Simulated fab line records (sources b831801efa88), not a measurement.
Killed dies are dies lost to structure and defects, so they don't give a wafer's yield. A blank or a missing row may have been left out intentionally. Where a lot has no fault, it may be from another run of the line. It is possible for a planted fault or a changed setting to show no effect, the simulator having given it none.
fab line records	flow sky130
record: lots: 10	wafers: 30	lastDay: 50
route steps=708 shown METAL4@629 VIA4@651 METAL5@675
lots that met no fault: taken from a fault-free run of the same line
startH: hours from the record's opening day to when the first of the lot's shown wafers began	waitH: time in hours since the lot's previous step	" the same as in the row above	L1.1+2: a row that stands for several wafers	- no value present, or no start provided	* or withheld: withheld	< > ~ a bound
route shown NAME@n: NAME is a module with steps in the file, n the number in the route of the first one	usual: mean and standard deviation over wafers with no fault	same: alike in all rows	chamber/n: place in a boat	sites: per-site readings	_std_site: the values' standard deviation	_edge_site: inner sites' mean taken away from outer sites' mean	radiusMm: how far each site lies from the wafer's centre	mask NAME#n: copy n	behind: the last tool/chamber to shape the wafer	hold: what put the lot on hold/how long, in hours/how the hold closed	device: the n, p or np transistor that did not switch	end of line: tests run on the same wafers once the route is complete	for a step that has no rows: nothing shown but its recipe	killed: count of dies lost to structure and defects at first sort (not the wafer's yield)	map: shows each die of a wafer: x if killed, . if not, _ if none is there
set.NAME: the setting that was run; set.NAME@STEP: the one run at that earlier step	model.NAME: the simulator's own value behind a step, which no gauge read
the route's steps for a sample of lots (tables are steps, rows are wafers)
services: a tool's chamber out of use, with start hour (startH, from the record's first day; less than 0 if before it), hours out, and reason
== steps ==
step: SKY_METAL4_CD_MEAS_13
recipe: targetCdNm: 300
usual: cdNm: 300.2/1.7
lot.wafer	tool	chamber	startH	waitH	cdNm
L191.1	cdSem-01	-	986.62	-	297.8
L191.3	"	-	"	"	297.1
L191.5	"	-	"	"	296.6
L193.1	cdSem-01	-	988.47	-	299.1
L193.3	"	-	"	"	298.9
L193.5	"	-	"	"	298.2
L194.1	cdSem-01	-	1003.16	-	300.9
L194.2	"	-	"	"	300.6
L194.3	"	-	"	"	300.6
L197.4	cdSem-02	-	1029.92	-	302.9
L197.5	"	-	"	"	301.9
L197.6	"	-	"	"	303.1
L199.1	cdSem-01	-	1040.07	-	300.8
L199.4	"	-	"	"	300.9
L199.6	"	-	"	"	300.6
L206.2	cdSem-02	-	1090.78	-	300.4
L206.3	"	-	"	"	300.3
L206.6	"	-	"	"	300.5
L208.1	cdSem-01	-	1094.66	-	299.0
L208.4	"	-	"	"	299.4
L208.5	"	-	"	"	298.5
L210.1	cdSem-02	-	1108.21	-	300.0
L210.5	"	-	"	"	301.0
L210.6	"	-	"	"	301.4
L211.2	cdSem-02	-	1113.58	-	301.0
L211.4	"	-	"	"	301.0
L211.6	"	-	"	"	301.3
L212.3	cdSem-01	-	1126.40	-	299.7
L212.4	"	-	"	"	298.4
L212.5	"	-	"	"	299.6
step: SKY_VIA4_ETCH_12
recipe: target: SiO2	chemistry: C4F8/O2/Ar	stopOn: TiN	maskMaterial: NOVOLAK	sourceW: 1500	biasW: 1200	pressureMtorr: 40	c4f8FlowSccm: withheld	O2_flow_sccm: 6	Ar_flow_sccm: 300	timeS: withheld	targetDepthA: 5800
usual: oesProductAu: 0.926/0.0045
lot.wafer	tool	chamber	startH	waitH	oesProductAu
L191.1	rieDiel-01	0	1012.15	0.0	0.925
L191.3	"	3	"	"	0.922
L191.5	"	2	"	"	0.928
L193.1	rieDiel-04	3	1013.86	0.0	0.923
L193.3	"	2	"	"	0.933
L193.5	"	1	"	"	0.929
L194.1	rieDiel-04	0	1027.80	0.0	0.933
L194.2	"	2	"	"	0.920
L194.3	"	1	"	"	0.928
L197.4	rieDiel-01	2	1053.04	0.0	0.925
L197.5	"	3	"	"	0.928
L197.6	"	2	"	"	0.930
L199.1	rieDiel-04	2	1063.46	0.0	0.922
L199.4	"	0	"	"	0.933
L199.6	"	2	"	"	0.920
L206.2	rieDiel-04	0	1111.80	0.0	0.920
L206.3	"	2	"	"	0.935
L206.6	"	0	"	"	0.930
L208.1	rieDiel-02	3	1116.36	0.0	0.925
L208.4	"	0	"	"	0.928
L208.5	"	2	"	"	0.927
L210.1	rieDiel-01	1	1128.39	0.0	0.928
L210.5	"	1	"	"	0.928
L210.6	"	3	"	"	0.926
L211.2	rieDiel-01	3	1134.15	0.0	0.920
L211.4	"	3	"	"	0.927
L211.6	"	0	"	"	0.929
L212.3	rieDiel-01	3	1146.30	0.1	0.928
L212.4	"	0	"	"	0.927
L212.5	"	0	"	"	0.914
step: SKY_VIA4_CVD_18
recipe: material: W	targetThkNm: 505	timeS: 152.14	tempC: 400	pressureTorr: 40
usual: heaterPowerW: 870/100	susceptorTempC: 399.97/0.2
lot.wafer	tool	chamber	startH	waitH	heaterPowerW	sinceWetCleanH	susceptorTempC
L191.1	cvdW-02	1	1012.88	0.0	894	609	399.73
L191.3	"	1	"	"	919	-	399.74
L191.5	"	1	"	"	912	-	400.24
L193.1	cvdW-02	1	1014.59	0.0	918	611	400.04
L193.3	"	1	"	"	890	-	399.70
L193.5	"	1	"	"	900	-	399.72
L194.1	cvdW-02	0	1028.53	0.0	697	625	399.68
L194.2	"	0	"	"	705	-	399.87
L194.3	"	0	"	"	710	-	400.17
L197.4	cvdW-02	1	1053.82	0.1	836	-	387.43
L197.5	"	1	"	"	841	-	387.24
L197.6	"	0	"	"	658	-	387.70
L199.1	cvdW-02	1	1064.23	0.0	857	660	387.53
L199.4	"	0	"	"	668	-	387.54
L199.6	"	0	"	"	669	-	387.59
L206.2	cvdW-01	0	1112.60	0.0	824	195	399.93
L206.3	"	0	"	"	814	-	399.87
L206.6	"	0	"	"	835	-	399.58
L208.1	cvdW-01	1	1117.12	0.0	975	199	399.88
L208.4	"	0	"	"	845	-	399.48
L208.5	"	0	"	"	855	-	399.83
L210.1	cvdW-01	0	1129.19	0.0	851	211	400.11
L210.5	"	1	"	"	999	-	399.99
L210.6	"	0	"	"	840	-	400.05
L211.2	cvdW-01	0	1134.92	0.0	847	217	400.28
L211.4	"	1	"	"	964	-	399.97
L211.6	"	0	"	"	850	-	400.19
L212.3	cvdW-01	0	1147.12	0.1	820	-	399.92
L212.4	"	1	"	"	1011	-	399.92
L212.5	"	0	"	"	828	-	400.02
step: SKY_VIA4_RS_MEAS_19
recipe: thkMeasGauge: four-point-probe	reads: W_of_VIA4_CVD_18+TiN_of_VIA4_SPUTTER_17
usual: VIA4_W_RS: 0.2247/0.0019
lot.wafer	tool	chamber	startH	waitH	VIA4_W_RS[ohm/sq]
L191.1	filmMetro-04	-	1013.03	0.1	0.2218
L191.3	"	-	"	"	0.2230
L191.5	"	-	"	"	0.2203
L193.1	filmMetro-04	-	1014.74	0.1	0.2276
L193.3	"	-	"	"	0.2264
L193.5	"	-	"	"	0.2261
L194.1	filmMetro-04	-	1028.83	0.3	0.2232
L194.2	"	-	"	"	0.2225
L194.3	"	-	"	"	0.2248
L197.4	filmMetro-04	-	1053.98	0.1	0.2780
L197.5	"	-	"	"	0.2829
L197.6	"	-	"	"	0.2813
L199.1	filmMetro-04	-	1064.38	0.1	0.2846
L199.4	"	-	"	"	0.2876
L199.6	"	-	"	"	0.2845
L206.2	filmMetro-01	-	1112.77	0.1	0.2258
L206.3	"	-	"	"	0.2243
L206.6	"	-	"	"	0.2233
L208.1	filmMetro-04	-	1117.27	0.1	0.2275
L208.4	"	-	"	"	0.2253
L208.5	"	-	"	"	0.2234
L210.1	filmMetro-03	-	1129.34	0.1	0.2246
L210.5	"	-	"	"	0.2283
L210.6	"	-	"	"	0.2241
L211.2	filmMetro-04	-	1135.09	0.1	0.2227
L211.4	"	-	"	"	0.2260
L211.6	"	-	"	"	0.2246
L212.3	filmMetro-04	-	1147.26	0.1	0.2233
L212.4	"	-	"	"	0.2277
L212.5	"	-	"	"	0.2242
step: SKY_VIA4_THK_MEAS_20
recipe: thkMeasGauge: xrf	reads: W_of_VIA4_CVD_18
usual: VIA4_W_THK: 509/6.2
lot.wafer	tool	chamber	startH	waitH	VIA4_W_THK[nm]
L191.1	filmMetro-04	-	1013.15	0.1	516
L191.3	"	-	"	"	511
L191.5	"	-	"	"	519
L193.1	filmMetro-04	-	1014.86	0.1	502
L193.3	"	-	"	"	503
L193.5	"	-	"	"	504
L194.1	filmMetro-04	-	1028.95	0.1	515
L194.2	"	-	"	"	517
L194.3	"	-	"	"	509
L197.4	filmMetro-04	-	1054.07	0.1	406
L197.5	"	-	"	"	402
L197.6	"	-	"	"	402
L199.1	filmMetro-04	-	1064.50	0.1	400
L199.4	"	-	"	"	394
L199.6	"	-	"	"	398
L206.2	filmMetro-01	-	1112.88	0.1	516
L206.3	"	-	"	"	521
L206.6	"	-	"	"	520
L208.1	filmMetro-04	-	1117.39	0.1	499
L208.4	"	-	"	"	506
L208.5	"	-	"	"	512
L210.1	filmMetro-03	-	1129.46	0.1	515
L210.5	"	-	"	"	505
L210.6	"	-	"	"	515
L211.2	filmMetro-04	-	1135.20	0.1	513
L211.4	"	-	"	"	507
L211.6	"	-	"	"	511
L212.3	filmMetro-04	-	1147.36	0.1	513
L212.4	"	-	"	"	502
L212.5	"	-	"	"	510
step: SKY_VIA4_CMP_21
recipe: stopOn: SiO2	tOverpolishS: 25	downForcePsi: 3.5	platenRpm: 60	targetThkNm: 0	padVelocityMS: 0.94248
usual: motorCurrentA: 11.6/1.1	timeToEndpointS: 125/4.8
lot.wafer	tool	chamber	startH	waitH	motorCurrentA	timeToEndpointS
L191.1	cmp-01	0	1013.31	0.1	10.2	129
L191.3	"	1	"	"	11.2	124
L191.5	"	2	"	"	12.6	126
L193.1	cmp-01	3	1015.02	0.1	11.5	126
L193.3	"	0	"	"	9.5	121
L193.5	"	2	"	"	13.0	120
L194.2	cmp-01	0	1029.01	0.0	10.4	122
L194.3	"	2	"	"	13.1	119
L194.1	"	3	"	"	10.5	128
L197.4	cmp-02	3	1054.25	0.2	13.1	104
L197.5	"	0	"	"	11.5	96
L197.6	"	1	"	"	12.0	93
L199.4	cmp-02	3	1064.56	0.0	13.4	105
L199.1	"	2	"	"	11.9	97
L199.6	"	0	"	"	11.0	99
L206.2	cmp-01	1	1112.98	0.1	11.4	125
L206.3	"	2	"	"	13.3	128
L206.6	"	1	"	"	11.8	126
L208.4	cmp-01	2	1117.45	0.0	13.2	128
L208.1	"	3	"	"	11.3	131
L208.5	"	3	"	"	10.8	131
L210.1	cmp-02	3	1129.67	0.2	13.1	132
L210.6	"	0	"	"	11.6	122
L210.5	"	1	"	"	11.8	118
L211.4	cmp-02	1	1135.35	0.1	11.4	122
L211.2	"	2	"	"	11.7	116
L211.6	"	3	"	"	12.8	131
L212.4	cmp-02	3	1147.40	0.0	13.4	128
L212.3	"	2	"	"	12.3	115
L212.5	"	0	"	"	11.5	123
step: SKY_METAL5_DESCUM_14
recipe: chemistry: O2	sourcePowerW: 150	biasPowerW: 0	pressureMtorr: 10	tempC: 40	timeS: 11
usual: drypumpMotorCurrentA: 5.77/0.2	oesProductAu: 0.999/0.0088	tempC: 39.98/0.11
lot.wafer	tool	chamber	startH	waitH	drypumpMotorCurrentA	oesProductAu	rfHoursCounterH	tempC
L191.1	rieMetal-01	0	1036.96	0.1	5.51	0.997	12	40.01
L191.3	"	1	"	"	6.06	0.995	-	40.18
L191.5	"	0	"	"	5.51	0.995	-	40.14
L193.1	rieMetal-02	0	1037.58	0.1	5.63	0.993	11	40.15
L193.3	"	1	"	"	5.99	0.984	-	39.81
L193.5	"	0	"	"	5.64	0.981	-	40.05
L194.1	rieMetal-03	1	1051.07	0.1	5.74	0.989	11	40.01
L194.2	"	0	"	"	5.71	0.998	20	40.17
L194.3	"	0	"	"	5.74	0.991	-	40.07
L197.4	rieMetal-01	0	1075.44	0.1	5.51	0.993	-	39.92
L197.5	"	0	"	"	5.51	0.998	-	39.87
L197.6	"	1	"	"	6.05	0.994	-	40.07
L199.1	rieMetal-01	0	1085.58	0.1	5.50	0.999	15	39.91
L199.4	"	1	"	"	6.06	0.993	-	40.23
L199.6	"	0	"	"	5.51	0.999	-	39.97
L206.2	rieMetal-01	0	1132.17	0.1	5.51	1.010	18	40.06
L206.3	"	1	"	"	6.06	1.008	-	40.17
L206.6	"	0	"	"	5.52	1.018	-	40.00
L208.1	rieMetal-03	1	1136.22	0.1	5.75	0.994	18	40.10
L208.4	"	1	"	"	5.72	0.996	-	39.98
L208.5	"	1	"	"	5.75	1.003	-	40.10
L210.1	rieMetal-03	1	1148.07	0.1	5.73	1.009	19	40.05
L210.5	"	1	"	"	5.74	0.992	-	40.00
L210.6	"	0	"	"	5.73	1.016	-	39.99
L211.2	rieMetal-01	1	1153.38	0.1	6.05	1.001	18	39.95
L211.4	"	1	"	"	6.07	1.001	-	40.07
L211.6	"	1	"	"	6.06	1.002	-	39.94
L212.3	rieMetal-02	1	1165.14	0.1	5.99	0.992	-	39.94
L212.4	"	0	"	"	5.65	0.995	-	40.09
L212.5	"	1	"	"	5.98	0.996	-	40.21
== services ==
tool	chamber	startH	hours	kind
rieDiel-01	2	992.17	2.5	repair
rieDiel-01	-	1014.83	4.3	pm
cvdW-02	1	1027.36	10.2	repair
rieDiel-02	-	1035.33	1.6	repair
rieDiel-04	0	1038.97	2.7	repair
cmp-02	-	1047.81	0.7	repair
cvdW-01	-	1048.42	1.5	repair
rieMetal-02	-	1070.45	14.6	pm
rieDiel-02	-	1072.22	6.1	repair
rieDiel-01	2	1074.59	98.9	repair
cmp-01	-	1084.43	4.0	pm
cmp-01	-	1088.43	-	consumableReplace:conditioner
cmp-01	-	1088.43	-	consumableReplace:pad
rieDiel-04	-	1093.69	0.4	repair
cvdW-02	0	1097.62	9.0	repair
cvdW-02	-	1115.38	2.8	pm
rieDiel-01	-	1118.92	2.8	pm
cmp-02	-	1127.17	0.7	repair
cvdW-02	1	1128.38	20.2	repair
rieDiel-01	1	1136.12	17.9	repair
cmp-01	-	1157.31	5.2	pm
cvdW-01	0	1161.48	5.5	repair
rieMetal-03	0	1163.97	-	clean
rieMetal-03	0	1163.97	-	consumableReplace:focusRing
== key ==
firstSign: step: SKY_VIA4_CVD_18	reading: susceptorTempC	direction: down	sigmas: 63	usual: *	struck: *
effect: step: SKY_VIA4_RS_MEAS_19	reading: VIA4_W_RS	direction: up	sigmas: 32	usual: 0.2247	struck: 0.2831
effect: step: SKY_VIA4_THK_MEAS_20	reading: VIA4_W_THK	direction: down	sigmas: 17	usual: 509	struck: 400
effect: step: SKY_VIA4_CMP_21	reading: timeToEndpointS	direction: down	sigmas: 5.4	usual: *	struck: *
metAt SKY_VIA4_CVD_18
struckLots L197,L199
notActingAt SKY_METAL4_CD_MEAS_13,SKY_VIA4_ETCH_12,SKY_METAL5_DESCUM_14
onsetBetween 1028.53 1053.82
fault: kind: processParameterDrift	tool: cvdW-02	chamber: -	onsetH: 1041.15	steps: SKY_VIA4_CVD_18	channel: tempC	offset: *	shape: step	endH: 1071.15	actsIn: *	stated: *
